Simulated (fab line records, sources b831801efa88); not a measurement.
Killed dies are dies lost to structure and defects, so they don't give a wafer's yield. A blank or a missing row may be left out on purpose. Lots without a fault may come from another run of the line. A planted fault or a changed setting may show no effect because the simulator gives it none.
fab line records | flow sky130
record lots=11 wafers=33 last_day=50
route steps=708 shown LDD_N@247 VIA1@478 VIA2@509 CAPM@549
lots that met no fault: from a run of the same line without faults
start_h: hours from the record's first day to the start of the lot's first wafer shown | wait_h: hours since the lot's step before | " the same as in the row above | L1.1+2: a row that stands for several wafers | - no value, or no start given | * or withheld: withheld | < > ~ a bound
route shown NAME@n: a module of which the file shows steps, and the number in the route of the first | usual: mean/standard deviation of fault-free wafers | same: alike in all rows | chamber/n: place in a boat | sites: the reading at each site | _std_site: their standard deviation | _edge_site: outer sites' mean less inner sites' | radius_mm: how far each site lies from the wafer's centre | mask NAME#n: copy n | behind: the tool/chamber that last shaped the wafer | hold: why the lot was held/for how many hours/how that ended | device: the transistor (n, p or np) that didn't switch | end of line: the same wafers' tests at the end of the route | a step without rows: its recipe alone | killed: dies lost to structure and defects at the first sort, not the wafer's yield | map: a wafer's dies, x killed, . not, _ none there
set.NAME: the setting as run; set.NAME@STEP: as run at that earlier step | model.NAME: the simulator's own value behind a step, which no gauge read
steps of the route over a sample of lots; a table a step, a row a wafer
services: from which hour (start_h, from the record's first day; less than 0 if before it) a tool's chamber was out of use, for how many hours, and why
## steps
# step SKY_LDD_N_IMPLANT_10
# recipe species=As energy_kev=20 dose_cm2=7.5e+13 tilt_deg=withheld rotation_deg=203
# usual beam_on_s=10.00/0.2 dose_ions_cm2=7.5e+13/8.4e+10 end_station_pressure_torr=5.35e-06/2.6e-07 faraday_current_uA=423/8.2
# columns lot.wafer tool chamber start_h wait_h beam_on_s dose_ions_cm2 end_station_pressure_torr faraday_current_uA
L924.3 implanter-01 0 462.72 0.1 10.34 7.486e+13 5.53e-06 408
L924.4 " 0 " " 9.78 7.498e+13 5.26e-06 432
L924.6 " 0 " " 9.98 7.498e+13 5.26e-06 424
L927.2 implanter-03 0 488.04 0.1 29.03 2.8972e+14 5.06e-06 561
L927.4 " 0 " " 30.11 2.8972e+14 5.01e-06 542
L927.5 " 0 " " 29.22 2.8971e+14 5.12e-06 556
L926.1 implanter-03 0 492.07 0.1 28.74 2.8985e+14 5.94e-06 568
L926.4 " 0 " " 29.52 2.8978e+14 5.54e-06 551
L926.6 " 0 " " 29.00 2.8985e+14 5.2e-06 564
L928.1 implanter-02 0 492.73 0.1 10.29 7.491e+13 5.31e-06 409
L928.4 " 0 " " 9.86 7.486e+13 5.46e-06 429
L928.5 " 0 " " 9.80 7.5e+13 4.86e-06 433
L933.3 implanter-02 0 548.77 0.1 9.74 7.503e+13 5.46e-06 434
L933.4 " 0 " " 10.15 7.508e+13 5.32e-06 418
L933.5 " 0 " " 9.76 7.501e+13 5.53e-06 432
L934.1 implanter-02 0 550.92 0.1 9.84 7.509e+13 5.1e-06 431
L934.2 " 0 " " 9.74 7.5e+13 5.7e-06 434
L934.4 " 0 " " 10.02 7.51e+13 5.08e-06 423
L935.1 implanter-03 0 570.42 0.1 9.87 7.488e+13 5.47e-06 427
L935.5 " 0 " " 10.14 7.502e+13 5e-06 414
L935.6 " 0 " " 10.07 7.482e+13 6.03e-06 420
L936.1 implanter-01 0 575.93 0.1 9.93 7.502e+13 5.35e-06 426
L936.3 " 0 " " 10.04 7.506e+13 5.47e-06 420
L936.5 " 0 " " 10.44 7.505e+13 5.24e-06 402
L938.1 implanter-01 0 598.62 0.1 9.91 7.494e+13 5.27e-06 425
L938.3 " 0 " " 9.75 7.502e+13 5.03e-06 433
L938.6 " 0 " " 9.98 7.503e+13 5.15e-06 422
L939.2 implanter-02 0 606.19 0.1 9.96 7.501e+13 4.99e-06 423
L939.3 " 0 " " 9.90 7.489e+13 5.58e-06 427
L939.6 " 0 " " 10.11 7.485e+13 4.8e-06 417
L940.1 implanter-03 0 612.74 0.1 10.13 7.494e+13 5.16e-06 417
L940.2 " 0 " " 10.02 7.49e+13 5.68e-06 421
L940.4 " 0 " " 10.08 7.501e+13 5.45e-06 421
# step SKY_LDD_N_STRIP_16
# recipe chemistry=O2/N2 power_w=1400 pressure_mtorr=1500 platen_temp_c=withheld o2_flow_sccm=3000 n2_flow_sccm=300 overash_fraction=0.5
# usual drypump_motor_current_A=5.96/0.27 oes_product_au=0.406/0.0044 strip_time_to_endpoint_s=4.312/0.017
# columns lot.wafer tool chamber start_h wait_h drypump_motor_current_A oes_product_au rf_hours_counter_h strip_time_to_endpoint_s
L924.3 plasma_asher-04 0 463.60 0.1 5.56 0.404 - 4.320
L924.4 " 1 " " 6.10 0.403 - 4.333
L924.6 " 0 " " 5.57 0.403 - 4.323
L927.2 plasma_asher-04 1 488.92 0.1 6.08 0.403 37 4.866
L927.4 " 1 " " 6.10 0.403 - 4.850
L927.5 " 1 " " 6.10 0.401 - 4.856
L926.1 plasma_asher-02 0 492.97 0.1 5.88 0.407 81 4.852
L926.4 " 1 " " 6.26 0.397 - 4.838
L926.6 " 1 " " 6.27 0.409 - 4.856
L928.1 plasma_asher-03 0 493.63 0.1 6.11 0.408 6 4.309
L928.4 " 1 " " 5.43 0.409 - 4.319
L928.5 " 0 " " 6.09 0.413 - 4.323
L933.3 plasma_asher-04 0 549.65 0.1 5.57 0.411 - 4.319
L933.4 " 1 " " 6.12 0.403 - 4.337
L933.5 " 1 " " 6.13 0.413 - 4.331
L934.1 plasma_asher-02 0 552.29 0.1 5.83 0.403 88 4.333
L934.2 " 1 " " 6.29 0.409 88 4.324
L934.4 " 0 " " 5.86 0.411 - 4.340
L935.1 plasma_asher-04 1 571.32 0.1 6.10 0.405 46 4.308
L935.5 " 0 " " 5.55 0.410 - 4.313
L935.6 " 1 " " 6.09 0.402 - 4.311
L936.1 plasma_asher-03 1 576.83 0.1 5.43 0.413 13 4.297
L936.3 " 0 " " 6.11 0.409 - 4.311
L936.5 " 1 " " 5.45 0.409 - 4.298
L938.1 plasma_asher-04 1 599.52 0.1 6.10 0.403 48 4.296
L938.3 " 1 " " 6.12 0.403 - 4.305
L938.6 " 0 " " 5.55 0.403 - 4.300
L939.2 plasma_asher-02 0 607.07 0.1 5.88 0.405 93 4.320
L939.3 " 0 " " 5.86 0.411 - 4.284
L939.6 " 1 " " 6.23 0.406 - 4.292
L940.1 plasma_asher-02 0 613.64 0.1 5.91 0.409 94 4.308
L940.2 " 1 " " 6.24 0.404 94 4.299
L940.4 " 0 " " 5.87 0.404 - 4.311
# step SKY_LDD_N_TW_MEAS_17
# usual LDD_N_TW=2605/15
# columns lot.wafer tool chamber start_h wait_h LDD_N_TW
L924.3 film_metro-03 - 463.69 0.1 2621
L924.4 " - " " 2625
L924.6 " - " " 2609
L927.2 film_metro-04 - 489.03 0.1 2812
L927.4 " - " " 2815
L927.5 " - " " 2809
L926.1 film_metro-01 - 493.07 0.1 2862
L926.4 " - " " 2854
L926.6 " - " " 2845
L928.1 film_metro-04 - 493.73 0.1 2581
L928.4 " - " " 2574
L928.5 " - " " 2583
L933.3 film_metro-03 - 549.74 0.1 2601
L933.4 " - " " 2634
L933.5 " - " " 2608
L934.1 film_metro-04 - 552.39 0.1 2576
L934.2 " - " " 2582
L934.4 " - " " 2577
L935.1 film_metro-01 - 571.42 0.1 2606
L935.5 " - " " 2616
L935.6 " - " " 2604
L936.1 film_metro-03 - 576.93 0.1 2605
L936.3 " - " " 2600
L936.5 " - " " 2603
L938.1 film_metro-03 - 599.62 0.1 2615
L938.3 " - " " 2617
L938.6 " - " " 2605
L939.2 film_metro-03 - 607.18 0.1 2616
L939.3 " - " " 2595
L939.6 " - " " 2602
L940.1 film_metro-01 - 613.74 0.1 2606
L940.2 " - " " 2588
L940.4 " - " " 2606
# step SKY_VIA1_SPUTTER_20
# recipe material=TiN target_thk_nm=20 chamber_pressure_pa=5 power_w=4000 time_s=80
# usual chamber_pressure_pa=5.000/0.0098 throttle_valve_pct=29.9/0.9
# columns lot.wafer tool chamber start_h wait_h chamber_pressure_pa throttle_valve_pct
L924.3 pvd_sputter-02 - 849.22 0.0 4.999 30.3
L924.4 " - " " 4.993 28.1
L924.6 " - " " 5.000 30.2
L927.2 pvd_sputter-04 - 870.89 0.0 4.989 29.5
L927.4 " - " " 4.998 28.5
L927.5 " - " " 5.008 30.4
L926.1 pvd_sputter-01 - 872.17 0.0 5.000 29.6
L926.4 " - " " 5.013 30.1
L926.6 " - " " 5.010 29.4
L928.1 pvd_sputter-02 - 874.62 0.0 4.999 31.5
L928.4 " - " " 5.001 30.4
L928.5 " - " " 5.000 30.3
L933.3 pvd_sputter-04 - 919.97 0.0 4.991 29.4
L933.4 " - " " 5.010 28.8
L933.5 " - " " 4.998 29.8
L934.1 pvd_sputter-01 - 920.32 0.0 4.997 30.1
L934.2 " - " " 5.003 29.2
L934.4 " - " " 5.012 29.8
L935.1 pvd_sputter-04 - 938.34 0.0 5.014 28.7
L935.5 " - " " 4.996 30.2
L935.6 " - " " 5.028 30.5
L936.1 pvd_sputter-01 - 941.55 0.0 4.988 30.3
L936.3 " - " " 5.015 31.0
L936.5 " - " " 5.007 29.4
L938.1 pvd_sputter-01 - 962.74 0.0 4.993 31.1
L938.3 " - " " 4.996 29.4
L938.6 " - " " 4.996 31.1
L939.2 pvd_sputter-02 - 969.45 0.0 5.002 28.3
L939.3 " - " " 5.006 30.3
L939.6 " - " " 4.990 28.5
L940.1 pvd_sputter-01 - 978.09 0.0 4.996 30.9
L940.2 " - " " 4.994 29.8
L940.4 " - " " 5.007 29.6
# step SKY_VIA2_CMP_02
# recipe material=SiO2 down_force_psi=4 platen_rpm=60 pad_velocity_m_s=0.94248
# usual edge_zone_pressure_frac=1.001/0.0051 motor_current_A=12.0/1.2 retaining_ring_pressure_frac=1.001/0.0044
# columns lot.wafer tool chamber start_h wait_h edge_zone_pressure_frac motor_current_A retaining_ring_pressure_frac
L924.4 cmp-02 3 876.91 0.1 1.002 12.7 1.007
L924.3 " 0 " " 0.997 10.8 0.999
L924.6 " 2 " " 0.990 13.9 0.996
L927.4 cmp-02 0 899.18 0.0 0.992 10.8 1.007
L927.2 " 3 " " 0.995 12.1 1.004
L927.5 " 1 " " 1.003 11.7 1.004
L926.1 cmp-02 2 901.08 0.2 1.003 13.7 0.999
L926.4 " 0 " " 1.004 10.6 1.006
L926.6 " 2 " " 1.003 13.9 1.007
L928.1 cmp-01 0 902.67 0.1 1.010 10.3 1.003
L928.4 " 1 " " 1.006 12.3 1.002
L928.5 " 0 " " 0.997 10.4 1.007
L933.3 cmp-01 3 947.67 0.1 1.001 13.4 1.005
L933.4 " 1 " " 0.993 12.1 1.003
L933.5 " 3 " " 0.995 12.9 0.997
L934.4 cmp-02 3 948.29 0.0 1.003 13.3 1.004
L934.1 " 0 " " 1.004 10.0 1.000
L934.2 " 1 " " 0.993 11.8 0.995
L935.1 cmp-02 0 964.92 0.2 1.002 10.6 1.006
L935.6 " 1 " " 1.001 12.0 1.002
L935.5 " 2 " " 0.997 13.4 0.999
L936.1 cmp-01 1 968.83 0.1 0.995 12.6 1.000
L936.3 " 0 " " 0.996 10.7 0.995
L936.5 " 2 " " 0.994 10.4 0.996
L938.3 cmp-01 2 989.66 0.3 0.999 10.2 1.003
L938.1 " 3 " " 0.997 13.3 1.005
L938.6 " 1 " " 0.994 12.8 1.005
L939.2 cmp-02 3 996.51 0.0 0.998 12.4 0.995
L939.3 " 0 " " 0.998 11.1 0.998
L939.6 " 3 " " 0.999 13.4 1.003
L940.1 cmp-02 2 1005.02 0.1 1.007 14.2 0.998
L940.4 " 0 " " 1.007 11.1 0.999
L940.2 " 1 " " 0.996 12.4 1.002
# step SKY_CAPM_OVL_MEAS_12
# usual CAPM_OVL=-0.8/1.7
# columns lot.wafer tool chamber start_h wait_h CAPM_OVL[nm]
L924.3 overlay-02 - 930.19 0.1 -3.8
L924.4 " - " " -2.6
L924.6 " - " " -3.0
L927.2 overlay-02 - 952.49 0.1 -3.0
L927.4 " - " " -2.2
L927.5 " - " " -3.3
L926.1 overlay-01 - 954.03 0.1 -2.1
L926.4 " - " " -3.5
L926.6 " - " " -3.6
L928.1 overlay-01 - 955.93 0.1 -0.2
L928.4 " - " " 0.1
L928.5 " - " " -0.3
L933.3 overlay-01 - 999.24 0.1 1.2
L933.4 " - " " 1.0
L933.5 " - " " 1.1
L934.1 overlay-01 - 1000.09 0.1 -2.6
L934.2 " - " " -1.3
L934.4 " - " " -3.1
L935.1 overlay-02 - 1015.89 0.1 1.0
L935.5 " - " " 1.7
L935.6 " - " " 2.3
L936.1 overlay-02 - 1018.49 0.1 -0.8
L936.3 " - " " 0.8
L936.5 " - " " -0.6
L938.1 overlay-01 - 1038.58 0.1 0.1
L938.3 " - " " -0.5
L938.6 " - " " -0.3
L939.2 overlay-02 - 1044.30 0.1 -2.1
L939.3 " - " " -1.3
L939.6 " - " " 0.3
L940.1 overlay-01 - 1053.08 0.1 -0.7
L940.2 " - " " -0.1
L940.4 " - " " -0.2
## services
# columns tool chamber start_h hours kind
cmp-01 - 450.97 0.8 repair
cmp-01 - 461.71 16.1 pm
implanter-03 - 477.48 2.5 repair
cmp-01 - 480.59 5.2 repair
cmp-01 - 494.81 1.9 repair
cmp-02 - 518.81 1.2 repair
cmp-01 - 520.39 4.7 pm
cmp-02 - 572.41 4.0 pm
cmp-02 - 576.19 0.9 repair
plasma_asher-04 - 585.32 3.2 repair
cmp-02 - 607.42 7.0 pm
plasma_asher-04 - 651.72 14.6 pm
cmp-02 - 723.92 0.7 repair
plasma_asher-04 - 727.28 3.2 repair
cmp-02 - 731.34 12.4 pm
plasma_asher-04 - 737.59 2.2 repair
pvd_sputter-01 - 765.12 3.5 repair
plasma_asher-04 - 767.10 2.8 pm
cmp-02 - 783.91 3.3 pm
cmp-02 - 831.39 3.8 repair
cmp-02 - 837.04 22.1 repair
pvd_sputter-01 - 879.24 2.2 repair
cmp-02 - 912.41 4.0 pm
pvd_sputter-01 - 1000.03 7.2 repair
## key
first_sign step=SKY_LDD_N_IMPLANT_10 reading=dose_ions_cm2 direction=up sigmas=99+ usual=* struck=*
effect step=SKY_LDD_N_IMPLANT_10 reading=beam_on_s direction=up sigmas=99 usual=10.00 struck=29.27
effect step=SKY_LDD_N_STRIP_16 reading=strip_time_to_endpoint_s direction=up sigmas=32 usual=* struck=*
effect step=SKY_LDD_N_TW_MEAS_17 reading=LDD_N_TW direction=up sigmas=15 usual=2605 struck=2833
met_at SKY_LDD_N_IMPLANT_10
struck_lots L926,L927
tester_left_out L926,L927
not_acting_at SKY_VIA1_SPUTTER_20,SKY_VIA2_CMP_02,SKY_CAPM_OVL_MEAS_12
fault kind=process_parameter_drift tool=implanter-03 chamber=- onset_h=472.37 steps=SKY_LDD_N_IMPLANT_10 channel=dose_cm2 offset=* shape=step end_h=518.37 acts_in=* stated=*
# tester_left_out: of these lots the tester's yield and bins aren't shown, on N5 and GAA mostly nor the transistor test; their killed dies are dies lost to structure and defects alone, not to doping, threshold or leakage, so they don't give the yield
